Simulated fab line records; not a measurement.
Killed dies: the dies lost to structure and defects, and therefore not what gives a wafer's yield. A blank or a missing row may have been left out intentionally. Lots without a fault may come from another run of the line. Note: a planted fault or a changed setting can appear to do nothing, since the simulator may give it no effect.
Problem report, 8D (eight disciplines) form, completed by code | flow gf180mcu | the parts of the form that need people (team, actions taken, sign-off) are left out

== 1. THE PROBLEM ==
MVSD_TW at GF_MVSD_TW_MEAS_11 reads a mean of 991 on 6 wafers of 2 lots; wafers without a fault read 1591 with a standard deviation of 9.7. That puts it -62 standard deviations away from the usual mean.
The first sign was on wafer L329.1 at day 5 22:13, on filmMetro-02. Wafers with a number at this step in the record: 39, from 13 lots. By rule, "out" or "out of limits" means more than 4 standard deviations away from the usual mean. The other wafers with a number count as sound.

== 2. WHAT THIS IS AND IS NOT ==
question                    | is                         | is not
which readings at this step | MVSD_TW                    | -
which lots                  | L329, L330                 | L323, L324, L325, L336, L337, L338, L339, L342, L343, L344, L345
which wafers of those lots  | all that have a number     | -
read on which gauges        | filmMetro-02, filmMetro-04 | filmMetro-03
when                        | from day 5 22:13           | up to then (9 sound wafers); but 24 sound wafers of L336, L337, L338, L339, L342, L343, L344, L345 came after

== 3. THE SUSPECTS, EACH WITH WHAT RULES IT OUT ==
Counting: a tool at any process step up to the reading remains a suspect when it ran all the lots that are out and ran no sound lot after the first of those.
- ruled out: the gauge at GF_MVSD_TW_MEAS_11. Those wafers that are out were read across 2 gauges (filmMetro-02, filmMetro-04).
- implanter-01 at GF_MVSD_IMPLANT_08: ruled out as a lasting fault. Sound lots L342, L343, L344 ran on it after its first lot that is out, L329 (day 5 21:49).
Left after counting: nothing in the record.

== 4. THE CAUSE (what the simulator had put in) ==
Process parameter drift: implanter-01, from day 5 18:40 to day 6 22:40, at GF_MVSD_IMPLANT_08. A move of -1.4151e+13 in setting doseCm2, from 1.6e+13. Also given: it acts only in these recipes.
It was ruled out by counting, in error; the rule expects a fault to strike all lots run on its tool from its start on, and this fault did not.

== 5. THE EFFECT CHAIN, in route order ==
Rows list readings where the struck wafers' mean (over those with a number) sits beyond 3 standard deviations from the usual. Only readings whose record carries a usual standard deviation are examined. hours: median over the lots of the time between each lot's start at the first step of this table that gives one and its start at this step. sigmas: the change, counted in usual standard deviations.
hours | step                     | reading          | usual        | on struck wafers | change      | sigmas
0     | GF_MVSD_IMPLANT_08       | doseIonsCm2      | 1.5999e+13   | 1.8612e+12       | -1.4138e+13 | -99 or more
0     | GF_MVSD_IMPLANT_08       | faradayCurrentUA | 90.4         | 10.5             | -79.9       | -47
0     | GF_MVSD_TW_MEAS_11       | MVSD_TW          | 1591         | 991              | -600        | -62
81    | GF_VT_IMPLANT_RS_MEAS_46 | MVSD_RS          | 456.7 ohm/sq | 1165.4           | +708.7      | +99 or more
Its process steps:
- GF_MVSD_IMPLANT_08

== 6. WHAT WOULD HAVE CAUGHT IT SOONER ==
4 hours passed between the start of the fault at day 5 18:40 and the first reading out of limits at a measuring or inspecting step in this record, taken at day 5 22:13.
Tool's own readings at GF_MVSD_IMPLANT_08, doseIonsCm2, faradayCurrentUA: out on all struck wafers the step has rows for; an alarm limit on them would have tripped on the first.
